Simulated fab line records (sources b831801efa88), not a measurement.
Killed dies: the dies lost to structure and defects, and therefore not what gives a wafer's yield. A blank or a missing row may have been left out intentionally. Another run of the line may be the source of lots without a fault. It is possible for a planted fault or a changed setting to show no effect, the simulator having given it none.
Problem report in the 8D (eight disciplines) form, filled by code -- flow gf180mcu -- the parts of the form that need people (team, actions taken, sign-off) are left out

1. THE ISSUE
Across 2 wafers from 2 lots, V2_W_RS at GF_V2_RS_MEAS_24 averages 0.622 ohm/sq, while fault-free wafers read 0.327 ohm/sq with a standard deviation of 0.0055. Relative to the usual mean, that is a shift of +54 standard deviations.
The step: measures by four-point-probe.
Seen first at day 23 01:50 on filmMetro-01, wafer L413.3. The record has a number at this step for 36 wafers belonging to 12 lots. Rule for "out" (also "out of limits"): further than 4 standard deviations from the usual mean. The rest of the wafers with a number are treated as sound.

2. WHAT IT IS; WHAT IT IS NOT
question,is,is not
which readings at this step,V2_W_RS,-
which lots,"L413, L414","L406, L407, L411, L412, L422, L424, L425, L426, L427, L428"
which wafers of those lots,"L413.3, L414.2","L413.1, L413.5, L414.1, L414.4"
read on which gauges,filmMetro-01,"filmMetro-03, filmMetro-04"
when,from day 23 01:50,"up to then (14 sound wafers); but 20 sound wafers of L414, L422, L424, L425, L426, L427, L428 came after"

3. THE SUSPECTS, EACH WITH WHAT RULES IT OUT
Counting: a tool at a process step up to the reading stays a suspect if it ran every lot that is out. Sound lots after the first of them don't rule it out here, since some wafers of a struck lot are sound.
- the gauge at GF_V2_RS_MEAS_24 has been ruled out. All the wafers that are out were read on filmMetro-01, but those of them that GF_V2_CMP_26 has rows for are out there too, on other tools.
- cvdW-01 at GF_V2_CVD_23 (deposits W, target thk 350 nm, time 104.94 s): kept. It ran every lot that is out, first L413 (day 23 01:44); its last sound lot up to then is L412 (day 22 17:22).
- At GF_V2_CVD_23 on cvdW-01, chamber 0 took the sound wafers of the same lots and chamber 1 took the wafers that are out.
After counting, what remains is cvdW-01 at GF_V2_CVD_23.

4. THE CAUSE (what the simulator had put in)
cvdW-01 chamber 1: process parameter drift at GF_V2_CVD_23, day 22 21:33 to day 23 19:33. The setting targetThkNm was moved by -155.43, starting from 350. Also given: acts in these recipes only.
After counting, this tool was the only one left.

5. SEQUENCE OF EFFECTS, ordered by route
One row per reading whose mean, taken over the struck wafers that have a number, lies over 3 standard deviations from the usual. Readings are gone through only where the record gives a usual standard deviation; hours: the median, over the lots, of the time from a lot's start at the first step in this table giving one to that lot's start at this step; sigmas: the change measured in usual standard deviations.
hours,step,reading,usual,on struck wafers,change,sigmas
0,GF_V2_RS_MEAS_24,V2_W_RS,0.327 ohm/sq,0.622,+0.295,+54
0,GF_V2_THK_MEAS_25,V2_W_THK,346 nm,183,-163,-25
0,GF_V2_CMP_26,timeToEndpointS,82 s,44,-38,-8.4
Process steps it contains:
- GF_V2_CMP_26: polishes, stops on SiO2, t overpolish 15 s, target thk 0 nm.

6. WHAT WOULD HAVE CAUGHT IT SOONER
The first out-of-limits reading at a measuring or inspecting step in this record came at day 23 01:50, 4 hours after the fault's start at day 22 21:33.
An alarm limit of 4 standard deviations would not have fired on the tool readings at GF_V2_CVD_23 for which the record gives a usual standard deviation, since none of them was out on any struck wafer.
Among the 2 lots that are out, L414 began GF_V2_CVD_23 on cvdW-01 after day 23 01:50. A hold on the tool at that time would have spared it.
